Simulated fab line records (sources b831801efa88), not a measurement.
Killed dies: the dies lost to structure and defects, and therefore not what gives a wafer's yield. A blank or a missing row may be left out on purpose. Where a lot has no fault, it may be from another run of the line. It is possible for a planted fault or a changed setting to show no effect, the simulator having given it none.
One fault through the eyes of 2 desks ; flow sky130 ; numbers are kept per desk, each desk with only its own; the story behind them comes last

METROLOGY DESK
What the gauges read, lot by lot, whatever tool the lot ran on: means of the sampled wafers that have a number. Any lot whose mean is over 4 standard deviations away from the usual mean is out of limits and marked OUT; that distance is given in the brackets.
Columns: A = VT_ADJUST_NCORE_TW at SKY_VT_ADJUST_NCORE_TW_MEAS_11, usual 217.9; B = SONOS_TUNNEL_TW at SKY_SONOS_TUNNEL_TW_MEAS_12, usual 197.7; C = POLY_GATE_TW at SKY_RES_PROTECT_TW_MEAS_08, usual 4039
lot;first seen here;A;B;C
L629;day 8 15:50;216.6;198.8;4070
L630;day 8 20:12;216.1;198.6;4044
L632;day 9 08:34;216.8;195.5;4069
L636;day 10 18:37;218.1;197.0;4059
L638;day 11 04:31;217.0;198.2;4124
L639;day 11 10:05;217.1;198.6;4150
L640;day 11 20:43;217.5;194.9;4088
L644;day 12 21:44;218.1;197.9;4055
L647;day 13 21:47;219.3;199.1;3984
L649;day 14 10:58;216.9;197.8;4039
L650;day 14 13:47;219.4;195.8;4017
L651;day 14 23:23;216.3;200.8;4059
This desk's finding: nothing out of limits on any of the 12 lots.

AT THE TOOL OWNER'S DESK: implanter-04
SKY_POLY_GATE_IMPLANT_02, tool's own readings: per-lot mean of the sampled wafers with a number, covering each lot this tool ran. Any lot whose mean is over 4 standard deviations away from the usual mean is out of limits and marked OUT; that distance is given in the brackets.
Columns: A = beam on s at SKY_POLY_GATE_IMPLANT_02, usual 34 s; B = faraday current uA at SKY_POLY_GATE_IMPLANT_02, usual 12521
lot;first seen here;A;B
L632;day 15 22:31;37;11398
L638;day 18 08:56;48 (+4.4) OUT;9265
L639;day 18 16:35;46 (+4.0) OUT;9408
L640;day 19 02:23;56 (+7.1) OUT;7644 (-4.4) OUT
L649;day 22 06:34;39;11050
L650;day 22 16:50;39;11090
This desk finds L638, L639, L640 out of limits, L638 being first, at day 18 08:56 (beam on s at SKY_POLY_GATE_IMPLANT_02). Within limits: L632, L649, L650.

TAKEN TOGETHER
The tool owner's desk could have raised an alarm at day 18 08:56, on L638, L639, L640.
Metrology desk: nothing out of limits seen.
The metrology desk holds a record of L638, L639, L640, inside its limits.
On implanter-04, each named lot ran SKY_POLY_GATE_IMPLANT_02.

WHAT THE SIMULATOR HAD PUT IN
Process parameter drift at SKY_POLY_GATE_IMPLANT_02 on implanter-04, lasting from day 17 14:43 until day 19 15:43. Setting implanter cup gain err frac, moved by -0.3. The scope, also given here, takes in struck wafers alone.
Struck lots among those shown: L638, L639, L640.
Time in hours from fault onset to the first out-of-limits reading at each desk: the tool owner's desk, 18.
